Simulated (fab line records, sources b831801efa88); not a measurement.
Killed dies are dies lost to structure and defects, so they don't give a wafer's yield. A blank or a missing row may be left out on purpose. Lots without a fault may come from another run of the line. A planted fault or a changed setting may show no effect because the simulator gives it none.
Tool commonality check | flow sfq_line | 15 lots, 45 wafers sampled

WHY IT WAS OPENED
At SFQ_M1_RS_MEAS_909 the reading M1_NB_RS is flagged on 3 of 15 lots. Wafers without a fault read 0.893 ohm/sq, standard deviation 0.01.
Rule: a lot is flagged when every wafer of it that has a number lies more than 4 standard deviations from that mean, or none has a number. The other lots count as sound.

lot  | measured     | on            | M1_NB_RS (ohm/sq), wafer by wafer | flag
L511 | day 10 07:01 | film_metro-04 | 0.901 0.888 0.898                 |
L512 | day 10 13:00 | film_metro-04 | 0.874 0.882 0.886                 |
L513 | day 10 19:02 | film_metro-04 | 0.902 0.913 0.905                 |
L514 | day 11 03:25 | film_metro-04 | 0.896 0.884 0.896                 |
L516 | day 11 10:37 | film_metro-04 | 0.884 0.880 0.886                 |
L518 | day 11 22:48 | film_metro-01 | 0.883 0.899 0.903                 |
L519 | day 12 10:37 | film_metro-04 | 0.905 0.903 0.908                 |
L521 | day 12 19:05 | film_metro-01 | 0.893 0.882 0.900                 |
L523 | day 13 21:48 | film_metro-02 | 0.913 0.895 0.892                 |
L526 | day 15 02:43 | film_metro-01 | 0.889 0.892 0.897                 |
L528 | day 15 15:43 | film_metro-02 | 0.805 0.805 0.804                 | FLAGGED
L529 | day 15 21:41 | film_metro-01 | 0.885 0.879 0.879                 |
L530 | day 16 07:19 | film_metro-01 | 0.800 0.794 0.784                 | FLAGGED
L531 | day 16 12:07 | film_metro-02 | 0.900 0.912 0.912                 |
L532 | day 16 20:32 | film_metro-01 | 0.804 0.808 0.805                 | FLAGGED
The numbers of the flagged lots are 0.801 ohm/sq on average: -0.092 ohm/sq against the usual, or -9 standard deviations.

WHICH TOOL RAN EACH LOT
The record holds 1 process step before the reading, out of a route of 325 steps. In each cell: the tool, then ch and the chambers that the sampled wafers went through, then the start.
lot  | flag    | SFQ_TRILAYER_M1_DEP_SPUTTER_037
L511 |         | pvd_sputter-03, day 10 06:55
L512 |         | pvd_sputter-04, day 10 12:55
L513 |         | pvd_sputter-03, day 10 18:55
L514 |         | pvd_sputter-03, day 11 03:19
L516 |         | pvd_sputter-04, day 11 10:32
L518 |         | pvd_sputter-03, day 11 22:41
L519 |         | pvd_sputter-06, day 12 10:31
L521 |         | pvd_sputter-06, day 12 18:55
L523 |         | pvd_sputter-06, day 13 21:42
L526 |         | pvd_sputter-03, day 15 02:38
L528 | FLAGGED | pvd_sputter-03, day 15 15:37
L529 |         | pvd_sputter-04, day 15 21:36
L530 | FLAGGED | pvd_sputter-03, day 16 07:12
L531 |         | pvd_sputter-06, day 16 12:00
L532 | FLAGGED | pvd_sputter-03, day 16 20:25
What these steps do:
- SFQ_TRILAYER_M1_DEP_SPUTTER_037: material Nb, target thk 200 nm, time 133.3 s.
- SFQ_M1_RS_MEAS_909: measures by four-point-probe.

FLAGGED OVER TOTAL, TOOL BY TOOL (the gauges that took the reading come last)
step                            | tool           | lots run | flagged | share of the flagged lots | sound lots run after its first flagged lot
SFQ_TRILAYER_M1_DEP_SPUTTER_037 | pvd_sputter-03 | 8        | 3       | all                       | 0
SFQ_TRILAYER_M1_DEP_SPUTTER_037 | pvd_sputter-04 | 3        | 0       | none                      | -
SFQ_TRILAYER_M1_DEP_SPUTTER_037 | pvd_sputter-06 | 4        | 0       | none                      | -
SFQ_M1_RS_MEAS_909              | film_metro-01  | 6        | 2       | some                      | 0
SFQ_M1_RS_MEAS_909              | film_metro-02  | 3        | 1       | some                      | 1 (L531)
SFQ_M1_RS_MEAS_909              | film_metro-04  | 6        | 0       | none                      | -

WHAT THE TABLE ALLOWS
1 row of the table ran every flagged lot: pvd_sputter-03 at SFQ_TRILAYER_M1_DEP_SPUTTER_037.
- pvd_sputter-03 at SFQ_TRILAYER_M1_DEP_SPUTTER_037: 3 of its 8 lots flagged. Its last sound lot is L526 (day 15 02:38), its first flagged lot L528 (day 15 15:37): a fault that began between those two fits. Its own readings lie more than 4 standard deviations out on every wafer of the flagged lots: cathode_dc_power_W.
One tool is left: pvd_sputter-03 at SFQ_TRILAYER_M1_DEP_SPUTTER_037.

WHAT THE SIMULATOR HAD PUT IN
Process parameter drift: pvd_sputter-03, from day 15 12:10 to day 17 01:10, at SFQ_TRILAYER_M1_DEP_SPUTTER_037. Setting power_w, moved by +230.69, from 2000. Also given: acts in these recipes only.
Lots struck among those shown: L528, L530, L532. The rule above found the same.
